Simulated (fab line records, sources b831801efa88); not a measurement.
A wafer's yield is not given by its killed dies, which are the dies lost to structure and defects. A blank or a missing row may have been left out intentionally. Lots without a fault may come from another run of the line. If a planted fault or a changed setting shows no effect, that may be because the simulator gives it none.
Chamber matching | flow gf180mcu | GF_V2_CMP_04 on cmp-02: 4 sister chambers
The step polishes SiO2. 8 wafers are shown with their chamber, then 6 later ones without.

## WAFERS PAIRED WITH THEIR CHAMBERS
wafer  | chamber | motor current A (A) | time to endpoint s (s)
L663.1 | 0       | 12.8                | 81
L667.5 | 1       | 10.8                | 78
L679.1 | 2       | 11.0                | 76
L679.2 | 3       | 13.5                | 81
L679.5 | 2       | 10.5                | 75
L680.1 | 1       | 12.0                | 71
L680.3 | 0       | 12.0                | 92
L680.4 | 3       | 14.2                | 85

## WAFERS WITHOUT THEIR CHAMBER
wafer  | motor current A (A) | time to endpoint s (s)
L681.3 | 10.9                | 69
L681.4 | 12.6                | 85
L681.5 | 14.2                | 77
L683.2 | 10.3                | 84
L683.4 | 13.1                | 78
L683.5 | 13.0                | 89

## EACH ONE'S CHAMBER
wafer  | from the rows above          | in truth
L681.3 | can't be placed: 2 or 1      | 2
L681.4 | can't be placed: 0 or 3      | 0
L681.5 | 3                            | 3
L683.2 | can't be placed: 2 or 1 or 0 | 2
L683.4 | can't be placed: 3 or 0 or 1 | 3
L683.5 | can't be placed: 0 or 3      | 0
Correct placement for 1 of the 6. Unplaceable from these rows: 5, with the true chamber sitting among the candidates in 5. Wrongly placed: 0.
How it was worked out, from the rows above alone: a wafer's distance from a chamber is the root of the sum, over the readings, of the square of ((its reading less the chamber's mean) divided by the reading's scatter). The wafer belongs to the nearest chamber; if the next one is less than 2 further off, it can't be placed. The mean given for a chamber averages the wafers shown for that chamber. The scatter: take each reading less its chamber's mean, square it, sum over the shown wafers, divide by the number of wafers less the number of chambers, and take the root.
